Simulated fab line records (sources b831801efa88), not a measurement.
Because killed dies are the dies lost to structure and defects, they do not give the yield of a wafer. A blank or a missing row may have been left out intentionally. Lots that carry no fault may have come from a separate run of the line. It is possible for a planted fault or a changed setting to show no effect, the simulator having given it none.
Problem report, 8D (eight disciplines) form, completed by code    flow sky130    the parts of the form that need people (team, actions taken, sign-off) are left out

## 1. WHAT WENT WRONG
Wafers without a fault read 100.05 W, standard deviation 0.26; bias w at SKY_LOCAL_INTERCONNECT_ETCH_13 reads a mean of 96.94 W on 6 wafers belonging to 3 lots. Measured from the usual mean, that is -12 standard deviations.
The step: etches BARC in N2/H2, stops on SiO2, time 45.9 s, target depth 60 nm.
Seen first at day 34 08:05 on rie metal-03, wafer L657.3. The record has a number at this step for 36 wafers belonging to 12 lots. By rule, "out" or "out of limits" means more than 4 standard deviations away from the usual mean. Any other wafer with a number is counted as sound.

## 2. WHAT THIS IS AND IS NOT
question                     is                                              is not
which readings at this step  bias w                                          drypump motor current A, oes product au, throttle valve pct
which lots                   L657, L659, L661                                L648, L650, L651, L652, L655, L658, L669, L670, L671
which wafers of those lots   L657.3, L657.5, L659.2, L659.3, L661.3, L661.6  L657.1, L659.1, L661.5
read on which tools          rie metal-03                                    rie metal-01, rie metal-04
when                         from day 34 08:05                               up to then (19 sound wafers); but 11 sound wafers of L659, L661, L669, L670, L671 came after

## 3. SUSPECTS, AND WHAT RULES EACH OUT
Counting: a tool at a process step up to the reading stays a suspect if it ran every lot that is out. Sound lots after the first of them don't rule it out here, since some wafers of a struck lot are sound.
- plasma asher-03 at SKY_LI_CONTACT_STRIP_16 (strips in O2/N2): kept. It processed each lot that is out (first: L657, day 33 04:01); up to then, its last sound lot is L652 (day 30 07:37).
- rie metal-03 at SKY_LOCAL_INTERCONNECT_ETCH_13 (etches BARC in N2/H2, stops on SiO2, time 45.9 s, target depth 60 nm): kept. It processed each lot that is out (first: L657, day 34 08:05); up to then, its last sound lot is L658 (day 34 01:59). Its own bias w readings are out on those wafers.
- The sound lot-mates ran in chamber 0 of rie metal-03 at SKY_LOCAL_INTERCONNECT_ETCH_13, but the wafers that are out ran in chamber 1.
After counting, plasma asher-03 at SKY_LI_CONTACT_STRIP_16 and rie metal-03 at SKY_LOCAL_INTERCONNECT_ETCH_13 remain.

## 4. THE CAUSE (what the simulator had put in)
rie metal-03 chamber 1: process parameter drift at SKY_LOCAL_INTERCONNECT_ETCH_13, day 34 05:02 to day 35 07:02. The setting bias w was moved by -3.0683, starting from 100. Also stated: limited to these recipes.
This tool is one of the 2 suspects left after counting.

## 5. SEQUENCE OF EFFECTS, ordered by route
Rows list readings where the struck wafers' mean (over those with a number) sits beyond 3 standard deviations from the usual. Only readings for which the record gives a usual standard deviation are gone through. hours: the time from each lot's start at the first step in this table that gives one to its start at this step, as a median over the lots. sigmas: the change in usual standard deviations.
hours  step                            reading  usual     on struck wafers  change  sigmas
0      SKY_LOCAL_INTERCONNECT_ETCH_13  bias w   100.05 W  96.94             -3.11   -12
It contains these process steps:
- SKY_LOCAL_INTERCONNECT_ETCH_13: etches BARC in N2/H2, stops on SiO2, time 45.9 s, target depth 60 nm.
At these later measuring or inspecting steps, every struck wafer for which the step has a row has a number for every such reading, and none has moved that far: SKY_CONTACT_BOW_MEAS_05.

## 6. WHAT WOULD HAVE CAUGHT IT SOONER
First out-of-limits reading in this record: day 34 08:05, which is 3 hours after fault onset at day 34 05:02.
